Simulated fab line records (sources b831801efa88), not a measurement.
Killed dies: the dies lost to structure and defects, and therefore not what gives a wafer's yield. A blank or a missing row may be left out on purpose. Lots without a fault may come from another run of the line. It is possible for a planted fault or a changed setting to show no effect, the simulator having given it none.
One fault through the eyes of 2 desks | flow gf180mcu | numbers are kept per desk, each desk with only its own; the story behind them comes last

## METROLOGY DESK
Lot by lot, what the gauges showed, no matter which tool ran the lot: averages of those sampled wafers that carry a number. Any lot whose mean is over 4 standard deviations away from the usual mean is out of limits and marked OUT; that distance is given in the brackets.
Columns: A = V4_W_RS at GF_V4_RS_MEAS_24, usual 0.3248 ohm/sq; B = V4_W_THK at GF_V4_THK_MEAS_25, usual 349 nm; C = MIM_CVD_05_THK at GF_MIM_THK_MEAS_06, usual 42.1 nm; D = MIM_ALCU_RS at GF_MIM_RS_MEAS_10, usual 0.1601 ohm/sq; E = MIM_ALCU_THK at GF_MIM_THK_MEAS_11, usual 200 nm; F = cd nm at GF_M5_CD_MEAS_07, usual 280.3 nm; G = M5_OVL at GF_M5_OVL_MEAS_08, usual -3 nm
lot  | first seen here | A      | B   | C    | D      | E   | F     | G
L738 | day 26 10:37    | 0.3265 | 352 | 42.2 | 0.1630 | 195 | 280.7 | -3
L741 | day 27 07:58    | 0.3261 | 344 | 43.6 | 0.1617 | 197 | 279.0 | -1
L742 | day 27 15:25    | 0.3288 | 347 | 43.6 | 0.1605 | 198 | 278.4 | 0
L746 | day 29 01:25    | 0.3264 | 340 | 42.3 | 0.1612 | 199 | 280.8 | -9
L753 | day 30 22:13    | 0.3246 | 355 | 42.0 | 0.1597 | 200 | 280.5 | -6
L754 | day 31 03:04    | 0.3271 | 350 | 41.9 | 0.1579 | 202 | 281.2 | -3
Finding of this desk: none of the 6 lots has anything out of limits.

## FOR THE TOOL OWNER'S DESK: pecvd-02
The tool's own readings at GF_MIM_CVD_05 (deposits Si3N4, target thk 42 nm, time 29.086 s): means of the sampled wafers that have a number, for each lot that ran on this tool. Any lot whose mean is over 4 standard deviations away from the usual mean is out of limits and marked OUT; that distance is given in the brackets.
Columns: A = heater power w at GF_MIM_CVD_05, usual 612 W
lot  | first seen here | A
L738 | day 26 11:30    | 654
L741 | day 27 08:40    | 590
L742 | day 27 16:07    | 580
L754 | day 31 03:44    | 593
Finding of this desk: none of the 4 lots has anything out of limits.

## PUT TOGETHER
Metrology desk: nothing out of limits seen.
Nothing out of limits was seen by the tool owner's desk.

## WHAT THE SIMULATOR HAD INSERTED
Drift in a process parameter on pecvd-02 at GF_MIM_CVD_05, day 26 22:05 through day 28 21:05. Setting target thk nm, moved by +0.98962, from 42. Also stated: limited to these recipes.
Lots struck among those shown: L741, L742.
